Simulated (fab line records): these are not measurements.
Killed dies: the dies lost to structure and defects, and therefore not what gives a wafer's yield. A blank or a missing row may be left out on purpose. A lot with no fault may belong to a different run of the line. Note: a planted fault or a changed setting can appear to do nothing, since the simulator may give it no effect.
Matching of chambers + flow sky130 + cmp-02 running SKY_CONTACT_CMP_04: 4 sister chambers
The step polishes SiO2. 14 wafers are shown with their chamber, then 7 later ones without.

## WAFERS PAIRED WITH THEIR CHAMBERS
| wafer  | chamber | motorCurrentA (A) | timeToEndpointS (s) | slurryFlowMlMin |
|--------|---------|-------------------|---------------------|-----------------|
| L842.1 | 1       | 12.1              | 86                  | 150.3           |
| L842.3 | 2       | 12.5              | 78                  | 150.7           |
| L842.5 | 1       | 11.8              | 84                  | 149.6           |
| L855.1 | 0       | 11.7              | 72                  | 149.7           |
| L855.2 | 1       | 11.8              | 88                  | 150.4           |
| L855.3 | 2       | 13.7              | 82                  | 149.9           |
| L856.1 | 1       | 11.7              | 84                  | 149.4           |
| L856.2 | 2       | 13.1              | 80                  | 150.4           |
| L856.6 | 0       | 11.2              | 75                  | 149.5           |
| L857.1 | 1       | 11.5              | 85                  | 150.9           |
| L857.2 | 0       | 10.5              | 75                  | 150.1           |
| L857.4 | 3       | 15.5              | 83                  | 149.9           |
| L858.3 | 2       | 13.8              | 81                  | 150.3           |
| L858.5 | 3       | 14.7              | 79                  | 150.7           |

SIGNATURES (means of the wafers above)
| reading         | chamber 0 | chamber 1 | chamber 2 | chamber 3 | scatter within a chamber |
|-----------------|-----------|-----------|-----------|-----------|--------------------------|
| motorCurrentA   | 11.133    | 11.780    | 13.275    | 15.100    | 0.482                    |
| timeToEndpointS | 74.00     | 85.40     | 80.25     | 81.00     | 1.84                     |
| slurryFlowMlMin | 149.767   | 150.120   | 150.325   | 150.300   | 0.484                    |
Rule: for a wafer and a chamber, the distance is found by dividing, reading by reading, the gap between the wafer's reading and the chamber's mean by the reading's scatter, squaring, summing and taking the root. If the next closest chamber is less than 2 further off than the closest, the wafer can't be placed; otherwise it belongs to the closest. The scatter is the square root of a quotient: the sum, over the shown wafers, of each reading's squared deviation from its chamber's mean, divided by wafers minus chambers.

## WAFERS MISSING THEIR CHAMBER
| wafer  | motorCurrentA (A) | timeToEndpointS (s) | slurryFlowMlMin |
|--------|-------------------|---------------------|-----------------|
| L858.6 | 13.9              | 77                  | 149.9           |
| L860.2 | 14.8              | 83                  | 149.8           |
| L860.3 | 13.3              | 77                  | 150.4           |
| L860.6 | 12.2              | 84                  | 149.6           |
| L859.3 | 10.5              | 77                  | 149.9           |
| L859.4 | 13.0              | 77                  | 149.7           |
| L859.6 | 15.0              | 80                  | 149.3           |

## WHICH CHAMBER EACH WENT THROUGH
| wafer  | from the rows above     | in truth |
|--------|-------------------------|----------|
| L858.6 | can't be placed: 2 or 3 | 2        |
| L860.2 | 3                       | 3        |
| L860.3 | 2                       | 2        |
| L860.6 | can't be placed: 1 or 2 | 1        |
| L859.3 | 0                       | 0        |
| L859.4 | can't be placed: 2 or 0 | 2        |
| L859.6 | 3                       | 3        |
4 of 7 placed correctly. Not placeable from these rows: 3 (in 3, the candidates include the true chamber). Wrongly placed: 0.
